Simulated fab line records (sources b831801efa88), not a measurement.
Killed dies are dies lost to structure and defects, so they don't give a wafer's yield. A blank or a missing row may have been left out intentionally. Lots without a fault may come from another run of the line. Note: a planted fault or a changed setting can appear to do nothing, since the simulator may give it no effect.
Matching of chambers || flow sky130 || rie_diel-01 running SKY_CONTACT_ETCH_16: 4 sister chambers
The step etches BARC in N2/H2, stops on SiO2, time 45.9 s, target depth 60 nm. 7 wafers are shown with their chamber, then 7 later ones without.

== WAFERS, EACH WITH ITS CHAMBER ==
{"wafer": "L874.3", "chamber": 2, "throttle_valve_pct (%)": 13.224, "oes_product_au (a.u.)": 0.854}
{"wafer": "L876.6", "chamber": 0, "throttle_valve_pct (%)": 13.232, "oes_product_au (a.u.)": 0.859}
{"wafer": "L881.1", "chamber": 0, "throttle_valve_pct (%)": 13.244, "oes_product_au (a.u.)": 0.849}
{"wafer": "L881.2", "chamber": 3, "throttle_valve_pct (%)": 13.230, "oes_product_au (a.u.)": 0.852}
{"wafer": "L881.4", "chamber": 1, "throttle_valve_pct (%)": 13.235, "oes_product_au (a.u.)": 0.862}
{"wafer": "L882.2", "chamber": 3, "throttle_valve_pct (%)": 13.209, "oes_product_au (a.u.)": 0.854}
{"wafer": "L882.3", "chamber": 1, "throttle_valve_pct (%)": 13.222, "oes_product_au (a.u.)": 0.855}

== WAFERS WITHOUT THEIR CHAMBER ==
{"wafer": "L882.5", "throttle_valve_pct (%)": 13.219, "oes_product_au (a.u.)": 0.852}
{"wafer": "L884.1", "throttle_valve_pct (%)": 13.221, "oes_product_au (a.u.)": 0.855}
{"wafer": "L884.4", "throttle_valve_pct (%)": 13.214, "oes_product_au (a.u.)": 0.857}
{"wafer": "L884.5", "throttle_valve_pct (%)": 13.244, "oes_product_au (a.u.)": 0.837}
{"wafer": "L887.3", "throttle_valve_pct (%)": 13.219, "oes_product_au (a.u.)": 0.844}
{"wafer": "L887.4", "throttle_valve_pct (%)": 13.218, "oes_product_au (a.u.)": 0.853}
{"wafer": "L887.6", "throttle_valve_pct (%)": 13.236, "oes_product_au (a.u.)": 0.862}

== EACH ONE'S CHAMBER ==
{"wafer": "L882.5", "from the rows above": "can't be placed: 3 or 2 or 1 or 0", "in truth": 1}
{"wafer": "L884.1", "from the rows above": "can't be placed: 2 or 3 or 1 or 0", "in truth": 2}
{"wafer": "L884.4", "from the rows above": "can't be placed: 3 or 2 or 1 or 0", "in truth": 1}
{"wafer": "L884.5", "from the rows above": "can't be placed: 0 or 2 or 3 or 1", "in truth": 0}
{"wafer": "L887.3", "from the rows above": "can't be placed: 3 or 2 or 0 or 1", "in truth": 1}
{"wafer": "L887.4", "from the rows above": "can't be placed: 3 or 2 or 1 or 0", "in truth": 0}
{"wafer": "L887.6", "from the rows above": "can't be placed: 1 or 0 or 2 or 3", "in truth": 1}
Placed correctly: 0 of 7. Can't be placed from these rows: 7 (the true chamber is among the candidates in 7). Number placed wrongly: 0.
How it was worked out, from the rows above alone: a wafer's distance from a chamber is the root of the sum, over the readings, of the square of ((its reading less the chamber's mean) divided by the reading's scatter). If the next closest chamber is less than 2 further off than the closest, the wafer can't be placed; otherwise it belongs to the closest. A chamber's mean is the mean of its shown wafers. The scatter: take each reading less its chamber's mean, square it, sum over the shown wafers, divide by the number of wafers less the number of chambers, and take the root.
